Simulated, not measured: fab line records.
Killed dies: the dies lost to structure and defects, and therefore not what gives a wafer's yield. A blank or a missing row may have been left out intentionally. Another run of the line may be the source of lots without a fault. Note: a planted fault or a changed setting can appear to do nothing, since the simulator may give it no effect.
Which tool was responsible?	flow sky130	Sampling: 6 lots, 18 wafers, 4 of 708 route steps

WHAT EACH GAUGE READ, for each wafer
SKY_VT_ADJUST_LVTN_TW_MEAS_10.
lot	measured	on	VT_ADJUST_LVTN_TW
L712	day 8 00:22	film-metro-04	242.8 241.9 242.9
L716	day 8 18:04	film-metro-01	239.3 237.8 239.7
L719	day 9 13:02	film-metro-04	243.1 241.9 242.8
L727	day 11 20:05	film-metro-02	236.1 237.2 237.2
L729	day 12 03:55	film-metro-04	242.4 242.7 243.0
L731	day 12 15:58	film-metro-01	239.3 238.6 238.6

EACH LOT AND THE TOOL THAT RAN IT (in order: tool; ch and the chambers of the sampled wafers; start)
lot	SKY_FIELD_ISO_ETCH_17	SKY_VT_ADJUST_HVTP_STRIP_10	SKY_VT_ADJUST_LVTN_STRIP_09
L712	rie-si-01 ch 0,2,3, day 2 16:14	plasma-asher-01 ch 0,1, day 7 04:07	plasma-asher-02 ch 0,1, day 8 00:16
L716	rie-si-02 ch 1,2, day 3 13:31	plasma-asher-01 ch 0,1, day 7 20:28	plasma-asher-02 ch 0,1, day 8 17:58
L719	rie-si-01 ch 0,2, day 4 08:48	plasma-asher-01 ch 0,1, day 8 15:11	plasma-asher-01 ch 0,1, day 9 12:55
L727	rie-si-01 ch 0,1,3, day 5 21:00	plasma-asher-04 ch 0,1, day 10 20:31	plasma-asher-01 ch 0,1, day 11 20:00
L729	rie-si-02 ch 0,1,2, day 6 09:48	plasma-asher-04 ch 0,1, day 11 04:13	plasma-asher-02 ch 0,1, day 12 03:49
L731	rie-si-02 ch 1,2,3, day 6 17:56	plasma-asher-02 ch 0,1, day 11 15:07	plasma-asher-01 ch 0,1, day 12 15:52
- SKY_FIELD_ISO_ETCH_17: etches Si in HBr/Cl2/O2, target depth 342 nm, time 97.7 s.
- SKY_VT_ADJUST_HVTP_STRIP_10: strips in O2/N2.
- SKY_VT_ADJUST_LVTN_STRIP_09: strips in O2/N2.

THE ANSWER, worked out from the rows above alone
Rule: the usual values come from the lots themselves. The widest of any qualifying gaps counts: lots, ordered by their means at a reading, are off when they make up no more than a third of the lots, leave a main group of 4 or more, and stand apart from it by 3 or more times the standard deviation of that group's means. A main group is skipped when, at the precision printed for the reading in the tables above, its means are all equal. A lot without any number at a reading at which 4 lots or more have one is off too. Where the step has rows for the other lots, those lots are counted as sound.
No lot is off on any of the readings shown, so nothing can be concluded from this.

WHAT THE SIMULATOR HAD PUT IN
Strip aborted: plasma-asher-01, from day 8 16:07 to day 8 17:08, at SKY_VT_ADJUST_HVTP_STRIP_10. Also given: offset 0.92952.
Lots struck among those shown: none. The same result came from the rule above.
